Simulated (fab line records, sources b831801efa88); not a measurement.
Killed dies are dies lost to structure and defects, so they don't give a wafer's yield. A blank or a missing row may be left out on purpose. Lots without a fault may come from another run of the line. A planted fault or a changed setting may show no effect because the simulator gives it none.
Which tool did it? | flow gf180mcu | 14 lots, 42 wafers sampled, at 2 steps of a route of 602

WHAT THE GAUGES READ, wafer by wafer
GF_M4_CD_MEAS_14: target cd 280 nm.
lot  | measured     | on        | cd_nm (nm)
L844 | day 23 03:34 | cd_sem-01 | 280.4 279.9 280.8
L845 | day 23 08:08 | cd_sem-02 | 279.3 279.2 279.5
L846 | day 23 22:01 | cd_sem-01 | 282.3 280.8 281.4
L850 | day 25 08:45 | cd_sem-02 | 282.6 283.1 282.1
L851 | day 25 20:55 | cd_sem-02 | 280.0 282.1 280.5
L852 | day 26 16:34 | cd_sem-01 | 279.0 277.5 278.0
L853 | day 27 01:04 | cd_sem-02 | 278.1 279.0 278.4
L854 | day 27 03:41 | cd_sem-01 | 280.0 281.5 280.0
L855 | day 27 16:12 | cd_sem-01 | 279.0 279.3 279.6
L856 | day 27 20:43 | cd_sem-02 | 281.2 280.9 281.3
L857 | day 28 02:03 | cd_sem-02 | 280.2 280.3 280.2
L863 | day 29 19:37 | cd_sem-01 | 280.8 281.1 282.1
L864 | day 29 21:11 | cd_sem-02 | 278.6 278.7 280.0
L866 | day 30 07:41 | cd_sem-02 | 281.8 282.6 282.9

WHICH TOOL RAN EACH LOT (tool, then ch and the chambers of the sampled wafers, then the start)
lot  | GF_M4_SPUTTER_01
L844 | pvd_sputter-04, day 22 04:09
L845 | pvd_sputter-01, day 22 09:47
L846 | pvd_sputter-01, day 22 22:43
L850 | pvd_sputter-01, day 24 11:04
L851 | pvd_sputter-03, day 24 23:19
L852 | pvd_sputter-01, day 25 20:14
L853 | pvd_sputter-04, day 26 04:38
L854 | pvd_sputter-04, day 26 07:23
L855 | pvd_sputter-04, day 26 20:17
L856 | pvd_sputter-04, day 27 00:25
L857 | pvd_sputter-03, day 27 06:31
L863 | pvd_sputter-03, day 29 01:03
L864 | pvd_sputter-03, day 29 03:02
L866 | pvd_sputter-04, day 29 12:46
- GF_M4_SPUTTER_01: material TiN, target thk 30 nm, time 25 s.

WHAT THE TOOLS THEMSELVES READ (means of the sampled wafers that have a number; where no wafer has one, the mark that the record gives instead)
GF_M4_SPUTTER_01.
lot  | tool           | throttle_valve_pct (%)
L844 | pvd_sputter-04 | 31.0
L845 | pvd_sputter-01 | 28.0
L846 | pvd_sputter-01 | 28.7
L850 | pvd_sputter-01 | 28.5
L851 | pvd_sputter-03 | 30.1
L852 | pvd_sputter-01 | 28.5
L853 | pvd_sputter-04 | 31.1
L854 | pvd_sputter-04 | 30.1
L855 | pvd_sputter-04 | 30.2
L856 | pvd_sputter-04 | 30.9
L857 | pvd_sputter-03 | 29.1
L863 | pvd_sputter-03 | 30.0
L864 | pvd_sputter-03 | 30.9
L866 | pvd_sputter-04 | 30.6

THE ANSWER, worked out from the rows above alone
Rule: what is usual is taken from the lots themselves. Put in order of their means at a reading, lots are off if they are a third of the lots or fewer, leave a main group of 4 or more, and stand apart from it by a gap of 3 or more times the standard deviation of the main group's means; of several such gaps the widest counts. A main group whose means are all the same, to the digits that the tables above print for the reading, isn't used. A lot without any number at a reading at which 4 lots or more have one is off too. The other lots that the step has rows for count as sound. The gauges are gone through in route order, then the tools' own readings, and for those a lot's mean is taken as printed above. The first step at which some lot is off is used, and at that step the reading that is off furthest; a lot without a number counts as furthest.
No lot is off at any reading shown: from this, nothing can be told.

WHAT THE SIMULATOR HAD PUT IN
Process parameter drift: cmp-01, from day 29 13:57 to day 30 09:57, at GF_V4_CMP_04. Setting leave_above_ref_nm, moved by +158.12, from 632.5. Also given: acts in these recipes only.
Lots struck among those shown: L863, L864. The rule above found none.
